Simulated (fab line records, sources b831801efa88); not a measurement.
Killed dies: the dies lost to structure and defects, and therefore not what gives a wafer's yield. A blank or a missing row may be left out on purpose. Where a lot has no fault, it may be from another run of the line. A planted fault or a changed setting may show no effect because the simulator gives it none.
What tool caused it? ; flow gf180mcu ; 37 wafers from 13 lots sampled at 5 of the route's 602 steps

== WHAT THE GAUGES SHOWED, per wafer ==
GF_VT_IMPLANT_TW_MEAS_21.
lot;measured;on;VT_IMPLANT_2_TW
L605;day 6 04:34;film-metro-01;1228 1235 1235
L607;day 6 17:36;film-metro-01;1230 1233 1235
L608;day 6 22:15;film-metro-01;1234 1238 1236
L609;day 7 09:43;film-metro-04;1207 1205 1213
L610;day 7 14:12;film-metro-01;1238 1232 1232
L611;day 7 20:34;film-metro-01;1242 1233 1237
L612;day 8 02:51;film-metro-03;1206 1208 1206
L613;day 8 09:02;film-metro-03;1205 1204 1208
L614;day 8 14:49;film-metro-03;1205 1204 1202
L621;day 10 12:45;film-metro-01;1172 1246
L623;day 10 23:33;film-metro-01;1246 1164
L625;day 11 12:06;film-metro-01;1240 1243 1246
L628;day 12 05:49;film-metro-03;1203 1193 1194

GF_HV_LDD_TW_MEAS_38.
lot;measured;on;HV_LDD_3_TW
L605;day 11 12:47;film-metro-02;1440 1438 1433
L607;day 12 05:28;film-metro-03;1421 1420 1413
L608;day 12 09:49;film-metro-02;1440 1442 1437
L609;day 12 21:46;film-metro-03;1413 1418 1414
L610;day 13 04:07;film-metro-02;1439 1429 1435
L611;day 13 11:47;film-metro-03;1411 1415 1413
L612;day 13 17:19;film-metro-04;1440 1434 1447
L613;day 14 08:16;film-metro-03;1418 1406 1420
L614;day 14 12:05;film-metro-04;1434 1430 1442
L621;day 16 21:47;film-metro-02;1439 1443
L623;day 17 12:10;film-metro-02;1424 1434
L625;day 18 01:40;film-metro-04;1442 1443 1440
L628;day 19 00:25;film-metro-02;1442 1442 1445

GF_HV_LDD_CD_MEAS_46 targets a cd of 400 nm.
lot;measured;on;cd-nm (nm)
L605;day 12 08:21;cd-sem-02;399.3 398.6 399.9
L607;day 13 00:46;cd-sem-02;400.1 401.8 404.1
L608;day 13 05:04;cd-sem-02;397.7 401.3 399.7
L609;day 13 18:41;cd-sem-02;404.1 405.7 407.0
L610;day 14 00:58;cd-sem-01;401.8 400.3 401.1
L611;day 14 09:02;cd-sem-01;405.5 403.3 402.8
L612;day 14 14:16;cd-sem-02;399.5 400.3 399.8
L613;day 15 05:37;cd-sem-01;398.7 396.3 398.2
L614;day 15 09:06;cd-sem-01;395.2 393.6 394.3
L621;day 17 21:38;cd-sem-02;401.2 398.3
L623;day 18 11:31;cd-sem-01;400.7 402.0
L625;day 19 01:14;cd-sem-02;400.2 398.7 398.6
L628;day 20 01:02;cd-sem-02;398.7 397.2 396.9

== WHAT TOOL EACH LOT RAN ON (gives the tool, then ch and the chambers of the sampled wafers, and finally the start) ==
lot;GF_VT_IMPLANT_IMPLANT_19;GF_HV_LDD_STRIP_22
L605;implanter-01 ch 0, day 6 04:21;plasma-asher-04 ch 0,1, day 10 17:33
L607;implanter-01 ch 0, day 6 17:21;plasma-asher-04 ch 0,1, day 11 10:43
L608;implanter-03 ch 0, day 6 22:00;plasma-asher-04 ch 0, day 11 13:13
L609;implanter-03 ch 0, day 7 09:29;plasma-asher-02 ch 0,1, day 12 01:22
L610;implanter-02 ch 0, day 7 13:57;plasma-asher-04 ch 0,1, day 12 08:19
L611;implanter-03 ch 0, day 7 20:20;plasma-asher-02 ch 0,1, day 12 15:46
L612;implanter-02 ch 0, day 8 02:36;plasma-asher-04 ch 0, day 12 19:55
L613;implanter-03 ch 0, day 8 08:47;plasma-asher-04 ch 0,1, day 13 10:49
L614;implanter-03 ch 0, day 8 14:36;plasma-asher-04 ch 0,1, day 13 14:09
L621;implanter-03 ch 0, day 10 12:31;plasma-asher-04 ch 0,1, day 15 22:19
L623;implanter-03 ch 0, day 10 23:18;plasma-asher-04 ch 0,1, day 16 12:40
L625;implanter-02 ch 0, day 11 11:52;plasma-asher-04 ch 0,1, day 17 01:58
L628;implanter-02 ch 0, day 12 05:34;plasma-asher-01 ch 0,1, day 17 23:10
- GF_VT_IMPLANT_IMPLANT_19
- GF_HV_LDD_STRIP_22: strips in O2/N2.

== WHAT THE TOOLS THEMSELVES READ (means of the sampled wafers that have a number; where no wafer has one, the mark that the record gives instead) ==
GF_VT_IMPLANT_IMPLANT_19.
lot;tool;beam-energy-keV;beam-on-s (s);dose-ions-cm2;faraday-current-uA
L605;implanter-01;100.03;10.07;4.35e+12;24.4
L607;implanter-01;99.99;10.08;4.35e+12;24.3
L608;implanter-03;100.00;10.03;4.35e+12;24.5
L609;implanter-03;99.98;10.03;4.35e+12;24.5
L610;implanter-02;99.98;10.01;4.35e+12;24.5
L611;implanter-03;100.03;10.14;4.34e+12;24.2
L612;implanter-02;100.03;10.05;4.35e+12;24.4
L613;implanter-03;99.94;10.10;4.35e+12;24.3
L614;implanter-03;99.98;10.16;4.36e+12;24.1
L621;implanter-03;100.00;9.28;4.35e+12;26.6
L623;implanter-03;100.01;9.36;4.35e+12;26.4
L625;implanter-02;99.95;9.98;4.35e+12;24.6
L628;implanter-02;100.03;10.19;4.35e+12;24.1

GF_HV_LDD_STRIP_22.
lot;tool;drypump-motor-current-A (A);heater-power-w (W);oes-product-au (a.u.);strip-time-to-endpoint-s (s)
L605;plasma-asher-04;5.47;339;0.714;12.643
L607;plasma-asher-04;5.35;332;0.717;12.627
L608;plasma-asher-04;5.22;334;0.714;12.589
L609;plasma-asher-02;5.74;323;0.713;12.624
L610;plasma-asher-04;5.34;331;0.711;12.638
L611;plasma-asher-02;5.74;321;0.716;12.631
L612;plasma-asher-04;5.21;331;0.715;12.653
L613;plasma-asher-04;5.34;333;0.715;12.644
L614;plasma-asher-04;5.46;332;0.715;12.624
L621;plasma-asher-04;5.43;326;0.714;12.608
L623;plasma-asher-04;5.40;332;0.716;12.544
L625;plasma-asher-04;5.34;330;0.718;12.597
L628;plasma-asher-01;5.46;313;0.720;12.642

== THE ANSWER, worked out from the rows above alone ==
Rule: the usual values come from the lots themselves. The widest of any qualifying gaps counts: lots, ordered by their means at a reading, are off when they make up no more than a third of the lots, leave a main group of 4 or more, and stand apart from it by 3 or more times the standard deviation of that group's means. A main group whose means are all the same, to the digits that the tables above print for the reading, isn't used. Also off: a lot with no number at a reading for which 4 or more lots have one. All remaining lots with rows at the step are treated as sound. First the gauges in route order, then the tools' own readings, where a lot's mean is used as printed above. The first step at which some lot is off is used, and at that step the reading that is off furthest; a lot without a number counts as furthest.
Off: L621, L623 (GF_VT_IMPLANT_IMPLANT_19, faraday-current-uA). For the main group the mean is 24.4 and the standard deviation 0.16.
A tool fits if, at that step or a process step before it, it ran every lot that is off, and no sound lot after the first of them. One candidate fits, namely implanter-03 at GF_VT_IMPLANT_IMPLANT_19. A fault onset in the window from L614 (day 8 14:36, its last sound lot) to L621 (day 10 12:31, its first lot off) fits.
The tool's own readings at GF_VT_IMPLANT_IMPLANT_19 bear it out: on the lots that are off they differ by more than 5 times the standard deviation of the sound lots' means. beam-on-s reads 9.32 s there against 10.08 s on the sound lots; faraday-current-uA reads 26.5 there against 24.4 on the sound lots.

== WHAT THE SIMULATOR HAD PUT IN ==
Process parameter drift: implanter-03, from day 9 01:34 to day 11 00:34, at GF_VT_IMPLANT_IMPLANT_19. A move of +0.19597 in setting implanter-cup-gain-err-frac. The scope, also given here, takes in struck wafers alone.
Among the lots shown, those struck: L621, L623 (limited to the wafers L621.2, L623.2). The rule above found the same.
